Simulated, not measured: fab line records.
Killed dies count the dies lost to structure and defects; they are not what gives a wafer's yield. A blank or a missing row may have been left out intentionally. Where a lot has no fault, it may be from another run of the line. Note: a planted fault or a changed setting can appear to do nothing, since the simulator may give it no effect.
Struck lot and sound lot, side by side + flow gf180mcu + 14 out of 602 route steps
Sound: these wafers, L937.1, L937.4, L937.6. The struck wafers were L949.3, L949.4, L949.5. At the end, the cause is stated.
For every step that has rows: the tool of each side, followed by ch and its chambers, followed by its first start. Under that, the readings that differ: sound wafers + struck wafers + difference of the means + sigmas: that difference in standard deviations of wafers without a fault.
alike: readings whose means differ by less than 2 such deviations, and words and numbers that are the same on both sides. not compared: withheld readings, readings that some wafer has no value for, bounds like >300 that may hide the same value, and numbers for which the record gives no deviation and whose values overlap.
A row with sigmas, a row that says differs or no value, or rows on one side alone: a step with any of these is where the two part. Numbers that don't overlap but have no deviation are shown without sigmas and don't part them. A reading missing from all wafers of one side parts the sides only when that side holds two or more wafers.

first, 4 steps without rows for these wafers: GF_V2_SOFTBAKE_10 (time 60 s); GF_V2_EXPOSE_11 (exposes mask Via2, target cd 260 nm); GF_V2_PEB_12 (peb time 88.45 s); GF_V2_DEVELOP_13 (develop time 60 s).
GF_V2_CD_MEAS_14: the cd target is 260 nm.
  sound on cd_sem-02, day 21 21:40; struck on cd_sem-01, day 26 07:46
  alike: cd_nm
GF_V2_OVL_MEAS_15:
  sound on overlay-02, day 21 21:47; struck on overlay-02, day 26 07:52
  alike: V2_OVL
GF_V2_ETCH_16: etches BARC in N2/H2.
  sound on rie_diel-02 ch 0,1, day 21 21:49; struck on rie_diel-04 ch 1,2, day 26 07:53
  alike: drypump_motor_current_A, oes_product_au, throttle_valve_pct
GF_V2_ETCH_17: etches SiO2 in C4F8/O2/Ar, stops on TiN, target depth 630 nm.
  sound on rie_diel-02 ch 0,1; struck on rie_diel-04 ch 1,2
  alike: oes_product_au
GF_V2_STRIP_18: strips in O2/N2.
  sound on plasma_asher-01 ch 0,1, day 21 21:57; struck on plasma_asher-02 ch 0,1, day 26 08:03
  alike: drypump_motor_current_A, heater_power_w, oes_product_au
  not compared: rf_hours_counter_h
then, 2 steps without rows for these wafers: GF_V2_STRIP_19 (strips in post etch residue remover, time 1200 s); GF_V2_CLEAN_20 (cleans in DIW).
GF_V2_SPUTTER_21: material Ti, target thk 15 nm, time 80.02 s.
  sound on pvd_sputter-02, day 21 22:29; struck on pvd_sputter-02, day 26 08:33
  alike: cathode_dc_power_W, chamber_pressure_pa, substrate_temp_c, throttle_valve_pct
GF_V2_SPUTTER_22: material TiN, target thk 10 nm, time 40 s.
  sound on pvd_sputter-02, day 21 22:33; struck on pvd_sputter-02, day 26 08:37
  no value came back on the struck wafers for cathode_dc_power_W (W), chamber_pressure_pa (Pa), throttle_valve_pct (%); on the sound wafers cathode_dc_power_W (W) reads 3999.4 4000.7 3999.9
GF_V2_CVD_23: deposits W, target thk 350 nm, time 104.94 s.
  sound on cvd_w-02 ch 0, day 21 22:35; struck on cvd_w-01 ch 0,1, day 26 08:41
  alike: chamber_pressure_Torr, heater_power_w

WHERE THEY PART
Within this record, at GF_V2_SPUTTER_22 only. Later steps at which nothing parts them and some readings are alike: GF_V2_CVD_23.

WHY: what the simulator had put in
Step skipped in full: pvd_sputter-02, at GF_V2_SPUTTER_22, from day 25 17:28 onward. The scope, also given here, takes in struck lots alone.
